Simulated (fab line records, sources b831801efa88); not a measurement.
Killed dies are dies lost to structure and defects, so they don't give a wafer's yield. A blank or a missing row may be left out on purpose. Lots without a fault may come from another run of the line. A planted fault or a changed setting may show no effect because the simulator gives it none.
fab line records | flow sky130
record lots=12 wafers=36 last_day=50
route steps=708 shown VT_ADJUST_NCORE@127 LI_CONTACT@376 VIA2@521 PAD_OPEN@708
lots that met no fault: from a run of the same line without faults
start_h: hours from the record's first day to the start of the lot's first wafer shown | wait_h: hours since the lot's step before | " the same as in the row above | L1.1+2: a row that stands for several wafers | - no value, or no start given | * or withheld: withheld | < > ~ a bound
route shown NAME@n: a module of which the file shows steps, and the number in the route of the first | usual: mean/standard deviation of fault-free wafers | same: alike in all rows | chamber/n: place in a boat | sites: the reading at each site | _std_site: their standard deviation | _edge_site: outer sites' mean less inner sites' | radius_mm: how far each site lies from the wafer's centre | mask NAME#n: copy n | behind: the tool/chamber that last shaped the wafer | hold: why the lot was held/for how many hours/how that ended | device: the transistor (n, p or np) that didn't switch | end of line: the same wafers' tests at the end of the route | a step without rows: its recipe alone | killed: dies lost to structure and defects at the first sort, not the wafer's yield | map: a wafer's dies, x killed, . not, _ none there
set.NAME: the setting as run; set.NAME@STEP: as run at that earlier step | model.NAME: the simulator's own value behind a step, which no gauge read
steps of the route over a sample of lots; a table a step, a row a wafer
services: from which hour (start_h, from the record's first day; less than 0 if before it) a tool's chamber was out of use, for how many hours, and why
## steps
# step SKY_VT_ADJUST_NCORE_OVL_MEAS_08
# usual VT_ADJUST_NCORE_OVL=-0.5/1.4
# columns lot.wafer tool chamber start_h wait_h VT_ADJUST_NCORE_OVL[nm]
L278.3 overlay-02 - 182.08 0.1 1.3
L278.4 " - " " 0.7
L278.6 " - " " -0.4
L279.2 overlay-01 - 190.13 0.1 0.3
L279.4 " - " " -1.6
L279.5 " - " " -2.1
L285.2 overlay-02 - 236.12 0.1 0.9
L285.4 " - " " 1.1
L285.5 " - " " -0.2
L287.3 overlay-01 - 246.27 0.1 -4.3
L287.5 " - " " -4.4
L287.6 " - " " -2.9
L291.2 overlay-01 - 272.48 0.1 -0.8
L291.3 " - " " -1.4
L291.6 " - " " -1.1
L294.1 overlay-01 - 292.97 0.1 1.1
L294.4 " - " " -0.7
L294.5 " - " " -0.8
L295.1 overlay-01 - 311.67 0.1 0.2
L295.2 " - " " -0.8
L295.4 " - " " 0.1
L296.2 overlay-01 - 312.58 0.1 0.1
L296.4 " - " " -1.8
L296.6 " - " " -1.1
L297.1 overlay-02 - 317.72 0.1 -0.6
L297.2 " - " " -0.1
L297.6 " - " " -0.8
L298.1 overlay-01 - 327.41 0.1 -0.2
L298.3 " - " " 0.2
L298.6 " - " " -0.4
L300.1 overlay-01 - 336.87 0.1 -0.1
L300.2 " - " " -1.0
L300.3 " - " " -0.8
L301.2 overlay-02 - 342.33 0.1 0.5
L301.5 " - " " -0.5
L301.6 " - " " 0.7
# step SKY_LI_CONTACT_ETCH_14
# recipe chemistry=N2/H2 target=BARC ion_energy_ev=200 source_w=500 bias_w=100 pressure_mtorr=30 n2_flow_sccm=100 h2_flow_sccm=200 stop_on=SiO2 time_s=45.9 target_depth_a=600
# usual chamber_pressure_mTorr=29.999/0.026 drypump_motor_current_A=5.6/0.31 oes_product_au=0.854/0.0045 rf_fwd_power_W=494.8/1.8 throttle_valve_pct=13.225/0.0094
# columns lot.wafer tool chamber start_h wait_h chamber_pressure_mTorr drypump_motor_current_A oes_product_au rf_fwd_power_W rf_hours_counter_h throttle_valve_pct
L278.3 rie_diel-03 2 670.30 0.0 30.012 5.3 0.847 497.9 36 13.230
L278.4 " 3 " " 30.004 5.7 0.854 496.9 2 13.221
L278.6 " 1 " " 29.976 5.7 0.858 494.2 - 13.235
L279.2 rie_diel-04 3 683.96 0.0 29.968 5.6 0.856 494.9 16 13.225
L279.4 " 0 " " 30.028 5.4 0.852 491.6 1 13.228
L279.5 " 2 " " 30.039 5.1 0.853 492.1 - 13.220
L285.2 rie_diel-03 2 740.75 0.0 30.047 5.3 0.855 575.4 37 13.229
L285.4 " 3 " " 29.994 5.7 0.860 495.6 2 13.219
L285.5 " 0 " " 30.003 6.0 0.860 492.6 - 13.240
L287.3 rie_diel-01 2 747.43 0.0 30.060 5.6 0.860 492.6 8 13.216
L287.5 " 1 " " 30.008 6.1 0.847 494.9 - 13.224
L287.6 " 2 " " 29.999 5.6 0.859 494.1 - 13.235
L291.2 rie_diel-04 1 778.13 0.0 29.992 5.3 0.857 492.7 40 13.225
L291.3 " 0 " " 29.985 5.4 0.857 494.8 4 13.223
L291.6 " 3 " " 30.027 5.6 0.853 493.3 - 13.231
L294.1 rie_diel-04 3 800.78 0.0 29.998 5.6 0.851 492.9 19 13.225
L294.4 " 1 " " 29.938 5.3 0.859 494.9 40 13.235
L294.5 " 0 " " 30.007 5.4 0.856 494.5 - 13.230
L295.1 rie_diel-03 1 818.20 0.0 30.026 5.7 0.855 495.8 14 13.212
L295.2 " 0 " " 30.006 6.0 0.854 494.7 10 13.223
L295.4 " 3 " " 30.039 5.7 0.856 496.7 4 13.229
L296.2 rie_diel-04 0 827.36 0.0 30.026 5.4 0.857 493.5 6 13.226
L296.4 " 1 " " 29.993 5.3 0.853 494.3 - 13.207
L296.6 " 3 " " 29.982 5.6 0.858 497.6 - 13.233
L297.1 rie_diel-03 1 828.00 0.0 29.988 5.7 0.851 491.5 15 13.232
L297.2 " 3 " " 30.006 5.7 0.849 500.2 5 13.219
L297.6 " 2 " " 30.005 5.3 0.857 496.0 - 13.238
L298.1 rie_diel-03 0 832.36 0.0 29.986 6.0 0.858 492.4 10 13.217
L298.3 " 2 " " 29.961 5.3 0.864 496.4 1 13.209
L298.6 " 2 " " 29.999 5.3 0.853 497.1 - 13.230
L300.1 rie_diel-04 3 837.48 0.0 30.034 5.6 0.856 496.4 21 13.231
L300.2 " 1 " " 29.968 5.3 0.859 491.2 1 13.225
L300.3 " 0 " " 30.011 5.4 0.847 493.4 6 13.223
L301.2 rie_diel-03 0 844.88 0.0 29.986 6.0 0.862 494.4 10 13.217
L301.5 " 2 " " 29.963 5.3 0.854 493.1 - 13.218
L301.6 " 1 " " 30.032 5.7 0.853 492.8 - 13.236
# step SKY_VIA2_ETCH_14
# recipe chemistry=N2/H2 target=BARC ion_energy_ev=200 source_w=500 bias_w=100 pressure_mtorr=30 n2_flow_sccm=100 h2_flow_sccm=200 stop_on=SiO2 time_s=45.9 target_depth_a=600
# usual chamber_pressure_mTorr=30.000/0.026 drypump_motor_current_A=5.7/0.34 oes_product_au=0.854/0.0048 rf_fwd_power_W=494.0/2.2 throttle_valve_pct=13.224/0.0087
# columns lot.wafer tool chamber start_h wait_h chamber_pressure_mTorr drypump_motor_current_A oes_product_au rf_fwd_power_W rf_hours_counter_h throttle_valve_pct
L278.3 rie_diel-04 0 841.50 0.0 30.043 5.4 0.854 493.8 7 13.210
L278.4 " 0 " " 30.041 5.4 0.859 494.4 - 13.230
L278.6 " 3 " " 30.038 5.6 0.853 495.7 - 13.215
L279.2 rie_diel-04 0 854.33 0.0 30.005 5.4 0.858 494.4 7 13.223
L279.4 " 0 " " 30.012 5.4 0.853 493.8 - 13.231
L279.5 " 3 " " 29.996 5.6 0.847 495.3 - 13.227
L285.2 rie_diel-03 3 904.60 0.0 30.009 5.7 0.860 500.2 7 13.224
L285.4 " 3 " " 29.960 5.7 0.855 496.8 - 13.224
L285.5 " 1 " " 30.006 5.7 0.851 494.0 - 13.219
L287.3 rie_diel-02 2 912.10 0.0 30.012 6.2 0.863 492.0 10 13.219
L287.5 " 1 " " 29.964 6.1 0.855 493.3 - 13.233
L287.6 " 0 " " 29.984 6.0 0.853 489.0 - 13.225
L291.2 rie_diel-02 3 941.63 0.0 30.029 6.0 0.859 496.9 25 13.217
L291.3 " 0 " " 29.994 6.1 0.850 493.0 10 13.232
L291.6 " 2 " " 30.011 6.1 0.851 494.6 - 13.229
L294.1 rie_diel-03 3 964.08 0.0 29.965 5.7 0.847 497.1 8 13.215
L294.4 " 1 " " 29.995 5.7 0.847 495.7 18 13.242
L294.5 " 0 " " 30.014 5.9 0.859 493.8 - 13.216
L295.1 rie_diel-04 2 977.55 0.0 30.015 5.1 0.853 490.6 11 13.220
L295.2 " 1 " " 30.003 5.3 0.856 492.3 6 13.228
L295.4 " 3 " " 29.970 5.6 0.857 496.1 26 13.216
L296.2 rie_diel-04 3 986.75 0.0 29.991 5.6 0.847 496.6 26 13.224
L296.4 " 1 " " 29.990 5.3 0.860 491.7 6 13.221
L296.6 " 2 " " 29.983 5.1 0.848 493.9 - 13.211
L297.1 rie_diel-04 3 989.59 0.0 29.941 5.6 0.860 495.4 26 13.231
L297.2 " 1 " " 30.010 5.3 0.855 492.4 6 13.214
L297.6 " 0 " " 30.007 5.4 0.856 493.6 - 13.229
L298.1 rie_diel-04 2 991.53 0.0 29.944 5.1 0.860 490.5 12 13.219
L298.3 " 3 " " 30.004 5.6 0.855 494.8 27 13.221
L298.6 " 2 " " 30.009 5.1 0.860 491.1 - 13.239
L300.1 rie_diel-03 0 997.95 0.0 29.982 6.0 0.854 493.4 15 13.229
L300.2 " 3 " " 30.010 5.7 0.865 493.0 9 13.234
L300.3 " 1 " " 30.009 5.7 0.851 492.9 20 13.232
L301.2 rie_diel-02 0 1001.70 0.0 30.031 6.0 0.864 490.2 11 13.239
L301.5 " 2 " " 30.021 6.1 0.863 491.8 - 13.220
L301.6 " 3 " " 29.999 6.0 0.851 495.3 - 13.230
# step SKY_VIA2_THK_MEAS_23
# recipe thk_meas_gauge=xrf reads=W_of_VIA2_CVD_21
# usual VIA2_W_THK=407/6.5
# columns lot.wafer tool chamber start_h wait_h VIA2_W_THK[nm]
L278.3 film_metro-01 - 842.67 0.1 405
L278.4 " - " " 403
L278.6 " - " " 403
L279.2 film_metro-01 - 855.39 0.1 410
L279.4 " - " " 407
L279.5 " - " " 408
L285.2 film_metro-02 - 905.67 0.1 411
L285.4 " - " " 414
L285.5 " - " " 405
L287.3 film_metro-01 - 913.27 0.1 412
L287.5 " - " " 407
L287.6 " - " " 399
L291.2 film_metro-01 - 942.73 0.1 402
L291.3 " - " " 406
L291.6 " - " " 409
L294.1 film_metro-03 - 965.18 0.1 423
L294.4 " - " " 408
L294.5 " - " " 418
L295.1 film_metro-03 - 978.56 0.1 418
L295.2 " - " " 412
L295.4 " - " " 415
L296.2 film_metro-01 - 987.77 0.1 399
L296.4 " - " " 394
L296.6 " - " " 394
L297.1 film_metro-01 - 990.64 0.1 395
L297.2 " - " " 396
L297.6 " - " " 395
L298.1 film_metro-03 - 992.54 0.1 405
L298.3 " - " " 407
L298.6 " - " " 406
L300.1 film_metro-03 - 998.96 0.1 412
L300.2 " - " " 417
L300.3 " - " " 417
L301.2 film_metro-01 - 1002.72 0.1 395
L301.5 " - " " 397
L301.6 " - " " 407
# step SKY_PAD_OPEN_PROBE_99
# usual killed_at_M0_to_M3=44/6.6 killed_at_M4_up=3.4/1.9 killed_at_contacts=25/5.6 killed_at_front_end=15/4.6 killed_at_other=0.3/0.6 killed_dies=88/9.5 killed_on_rim=17/3.8 killed_open=47/7.1 killed_short=40/6.4
# same gross_dies=492 killed_at_back_side=0
# columns lot.wafer tool chamber start_h wait_h killed_at_M0_to_M3 killed_at_M4_up killed_at_contacts killed_at_front_end killed_at_other killed_dies killed_on_rim killed_open killed_short
L278.3 prober-02 - 1071.06 0.2 41 1 24 17 1 84 12 50 33
L278.4 prober-02 - 1071.11 0.2 48 4 25 11 0 88 15 47 41
L278.6 prober-02 - 1071.21 0.2 50 1 16 21 1 89 19 60 29
L294.1 prober-02 - 1165.99 0.1 44 1 19 11 0 75 15 44 30
L294.4 prober-02 - 1166.14 0.2 57 5 28 9 0 99 22 62 36
L294.5 prober-02 - 1166.19 0.2 49 2 34 21 0 106 24 63 41
L295.1 prober-01 - 1175.76 0.1 45 5 27 17 0 94 16 41 53
L295.2 prober-01 - 1175.81 0.1 39 4 22 19 0 84 19 40 44
L295.4 prober-01 - 1175.91 0.2 51 4 23 9 0 87 15 43 44
L296.2 prober-02 - 1182.49 0.1 42 4 32 14 0 92 25 53 39
L296.4 prober-02 - 1182.59 0.2 42 2 34 10 2 90 10 48 42
L296.6 prober-02 - 1182.69 0.2 38 5 27 21 0 91 19 52 39
L297.1 prober-02 - 1184.11 0.1 46 2 27 18 1 94 17 45 49
L297.2 prober-02 - 1184.16 0.1 47 2 21 15 0 85 14 48 37
L297.6 prober-02 - 1184.36 0.2 48 3 39 8 0 98 21 54 44
# killed by level:class
L278.3 VIA1:geometric_particle:open=16 LI_CONTACT:geometric_particle:open=9 FIELD_ISO:geometric_particle:open=7 CONTACT:geometric_particle:open=7 METAL2:geometric_particle:short=5 METAL1:geometric_particle:short=5 VIA2:geometric_particle:open=5 LOCAL_INTERCONNECT:geometric_particle:short=4
L278.4 VIA1:geometric_particle:open=10 VIA2:geometric_particle:open=8 VIA3:geometric_particle:open=8 LI_CONTACT:geometric_particle:open=6 CONTACT:geometric_particle:open=6 METAL2:geometric_particle:short=6 LOCAL_INTERCONNECT:geometric_particle:short=5 CONTACT:geometric_particle:short=5
L278.6 VIA1:geometric_particle:open=11 VIA2:geometric_particle:open=9 LI_CONTACT:geometric_particle:open=8 FIELD_ISO:geometric_particle:short=6 POLY_GATE:geometric_particle:open=6 CONTACT:geometric_particle:open=5 METAL1:geometric_particle:open=5 METAL2:geometric_particle:short=5
L294.1 VIA1:geometric_particle:open=12 CONTACT:geometric_particle:open=8 METAL1:geometric_particle:short=5 METAL2:geometric_particle:open=5 LI_CONTACT:geometric_particle:open=4 METAL2:geometric_particle:short=4 VIA2:geometric_particle:open=4 CONTACT:geometric_particle:short=4
L294.4 VIA1:geometric_particle:open=18 VIA3:geometric_particle:open=15 LI_CONTACT:geometric_particle:open=8 CONTACT:geometric_particle:open=7 VIA1:geometric_particle:short=5 METAL1:geometric_particle:short=5 VIA2:geometric_particle:open=5 LI_CONTACT:geometric_particle:short=4
L294.5 VIA1:geometric_particle:open=15 LI_CONTACT:geometric_particle:open=12 CONTACT:geometric_particle:open=10 FIELD_ISO:geometric_particle:short=7 VIA2:geometric_particle:open=7 LI_CONTACT:geometric_particle:short=6 VIA3:geometric_particle:open=6 FIELD_ISO:geometric_particle:open=5
L295.1 CONTACT:geometric_particle:open=9 CONTACT:geometric_particle:short=8 VIA1:geometric_particle:open=8 METAL1:geometric_particle:short=7 METAL2:geometric_particle:short=7 POLY_GATE:geometric_particle:short=6 LI_CONTACT:geometric_particle:open=5 VIA2:geometric_particle:short=5
L295.2 LI_CONTACT:geometric_particle:open=9 VIA1:geometric_particle:open=6 VIA3:geometric_particle:open=6 VIA3:geometric_particle:short=6 FIELD_ISO:geometric_particle:short=5 FIELD_ISO:geometric_particle:open=5 CONTACT:geometric_particle:open=5 VIA2:geometric_particle:open=5
L295.4 VIA1:geometric_particle:open=11 CONTACT:geometric_particle:open=9 METAL1:geometric_particle:short=8 METAL3:geometric_particle:short=6 METAL2:geometric_particle:short=6 LOCAL_INTERCONNECT:geometric_particle:short=5 VIA3:geometric_particle:open=5 VIA2:geometric_particle:open=5
L296.2 CONTACT:geometric_particle:open=16 VIA3:geometric_particle:open=10 LOCAL_INTERCONNECT:geometric_particle:short=6 LI_CONTACT:geometric_particle:open=6 VIA1:geometric_particle:short=6 POLY_GATE:geometric_particle:short=5 VIA1:geometric_particle:open=5 METAL2:geometric_particle:short=5
L296.4 LI_CONTACT:geometric_particle:open=14 CONTACT:geometric_particle:open=9 VIA1:geometric_particle:open=9 METAL2:geometric_particle:short=7 LOCAL_INTERCONNECT:geometric_particle:short=6 VIA2:geometric_particle:open=6 METAL1:geometric_particle:short=4 VIA3:geometric_particle:short=4
L296.6 CONTACT:geometric_particle:open=9 VIA1:geometric_particle:open=8 METAL2:geometric_particle:short=7 VIA3:geometric_particle:open=7 LOCAL_INTERCONNECT:geometric_particle:short=6 FIELD_ISO:geometric_particle:short=5 POLY_GATE:geometric_particle:open=5 LI_CONTACT:geometric_particle:open=5
L297.1 CONTACT:geometric_particle:open=9 VIA1:geometric_particle:short=8 LI_CONTACT:geometric_particle:open=8 METAL2:geometric_particle:short=8 VIA3:geometric_particle:short=6 VIA2:geometric_particle:open=6 VIA3:geometric_particle:open=6 FIELD_ISO:geometric_particle:short=5
L297.2 VIA1:geometric_particle:open=13 CONTACT:geometric_particle:open=9 VIA2:geometric_particle:open=6 VIA1:geometric_particle:short=6 FIELD_ISO:geometric_particle:open=5 LI_CONTACT:geometric_particle:open=5 METAL1:geometric_particle:short=5 METAL3:geometric_particle:short=5
L297.6 CONTACT:geometric_particle:open=14 LI_CONTACT:geometric_particle:open=9 CONTACT:geometric_particle:short=8 METAL1:geometric_particle:short=8 VIA3:geometric_particle:open=8 VIA2:geometric_particle:open=7 VIA1:geometric_particle:open=6 LOCAL_INTERCONNECT:geometric_particle:short=5
## services
# columns tool chamber start_h hours kind
rie_diel-01 - 655.10 2.8 pm
rie_diel-03 1 685.19 12.9 repair
rie_diel-03 3 687.62 3.3 repair
rie_diel-04 3 700.52 3.8 repair
rie_diel-01 2 700.57 6.7 repair
rie_diel-04 1 707.18 5.0 repair
rie_diel-04 - 713.20 1.0 repair
rie_diel-03 - 727.46 2.8 pm
rie_diel-01 3 770.48 11.2 repair
rie_diel-03 2 778.33 - clean
rie_diel-03 2 778.33 17.1 scheduled_down
rie_diel-03 2 778.33 17.1 vent_cycle
rie_diel-04 1 804.37 - clean
rie_diel-04 1 804.37 16.9 scheduled_down
rie_diel-04 1 804.37 16.9 vent_cycle
rie_diel-03 - 809.42 0.3 repair
rie_diel-04 2 812.83 54.2 repair
rie_diel-03 3 819.27 6.7 repair
rie_diel-03 0 903.82 3.5 repair
rie_diel-01 - 923.17 4.3 pm
rie_diel-03 2 943.44 9.9 repair
rie_diel-03 2 986.94 14.9 repair
rie_diel-01 3 989.98 - clean
rie_diel-01 3 989.98 - consumable_replace:showerhead
## key
first_sign step=SKY_LI_CONTACT_ETCH_14 reading=rf_fwd_power_W direction=up sigmas=44 usual=494.8 struck=575.4
effect none on later readings
met_at SKY_LI_CONTACT_ETCH_14
struck_lots L285
struck_wafers L285.2
tester_left_out L285
not_acting_at SKY_VT_ADJUST_NCORE_OVL_MEAS_08,SKY_VIA2_ETCH_14,SKY_VIA2_THK_MEAS_23
onset_between 670.30 740.75
fault kind=process_parameter_drift tool=rie_diel-03 chamber=2 onset_h=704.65 steps=SKY_LI_CONTACT_ETCH_14 channel=source_w offset=80 shape=step end_h=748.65 acts_in=these_recipes_only stated=500
# tester_left_out: of these lots the tester's yield and bins aren't shown, on N5 and GAA mostly nor the transistor test; their killed dies are dies lost to structure and defects alone, not to doping, threshold or leakage, so they don't give the yield
